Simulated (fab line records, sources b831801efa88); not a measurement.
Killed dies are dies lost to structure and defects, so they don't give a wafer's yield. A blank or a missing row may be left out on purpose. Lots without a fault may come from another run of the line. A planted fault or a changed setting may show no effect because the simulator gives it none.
One fault seen from 2 desks | flow sky130 | each desk has only its own numbers; what lay behind them comes last

THE METROLOGY DESK
What the gauges read, lot by lot, whatever tool the lot ran on: means of the sampled wafers that have a number. A lot is out of limits, marked OUT, if its mean lies more than 4 standard deviations from the usual mean; the brackets give that distance.
Columns: A = CONTACT_W_RS at SKY_CONTACT_RS_MEAS_25, usual 0.339 ohm/sq; B = CONTACT_W_THK at SKY_CONTACT_THK_MEAS_26, usual 342 nm; C = METAL1_ALCU_RS at SKY_METAL1_RS_MEAS_05, usual 0.1268 ohm/sq; D = METAL1_ALCU_THK at SKY_METAL1_THK_MEAS_06, usual 248.8 nm; E = cd_nm at SKY_METAL1_CD_MEAS_15, usual 140.0 nm; F = METAL1_OVL at SKY_METAL1_OVL_MEAS_16, usual -1 nm
lot  | first seen here | A     | B   | C      | D     | E     | F
L677 | day 32 02:37    | 0.336 | 351 | 0.1279 | 246.7 | 139.9 | -4
L682 | day 33 15:27    | 0.344 | 340 | 0.1281 | 244.1 | 138.8 | -1
L687 | day 35 15:08    | 0.342 | 337 | 0.1267 | 249.2 | 140.1 | 2
L695 | day 37 07:37    | 0.338 | 344 | 0.1252 | 249.4 | 139.9 | 6
L698 | day 38 00:34    | 0.337 | 341 | 0.1254 | 251.6 | 141.7 | -2
This desk's finding: nothing out of limits on any of the 5 lots.

THE TOOL OWNER'S DESK: pvd_sputter-04
The tool's own readings at SKY_METAL1_SPUTTER_04 (material TiN, target thk 70 nm, time 58.3 s): means of the sampled wafers that have a number, for each lot that ran on this tool. A lot is out of limits, marked OUT, if its mean lies more than 4 standard deviations from the usual mean; the brackets give that distance.
Columns: A = throttle_valve_pct at SKY_METAL1_SPUTTER_04, usual 29.9 %
lot  | first seen here | A
L677 | day 32 03:25    | 29.7
L682 | day 33 15:58    | 29.5
L695 | day 37 08:10    | 29.8
This desk's finding: nothing out of limits on any of the 3 lots.

PUT TOGETHER
The metrology desk saw nothing out of limits.
The tool owner's desk saw nothing out of limits.

WHAT THE SIMULATOR HAD PUT IN
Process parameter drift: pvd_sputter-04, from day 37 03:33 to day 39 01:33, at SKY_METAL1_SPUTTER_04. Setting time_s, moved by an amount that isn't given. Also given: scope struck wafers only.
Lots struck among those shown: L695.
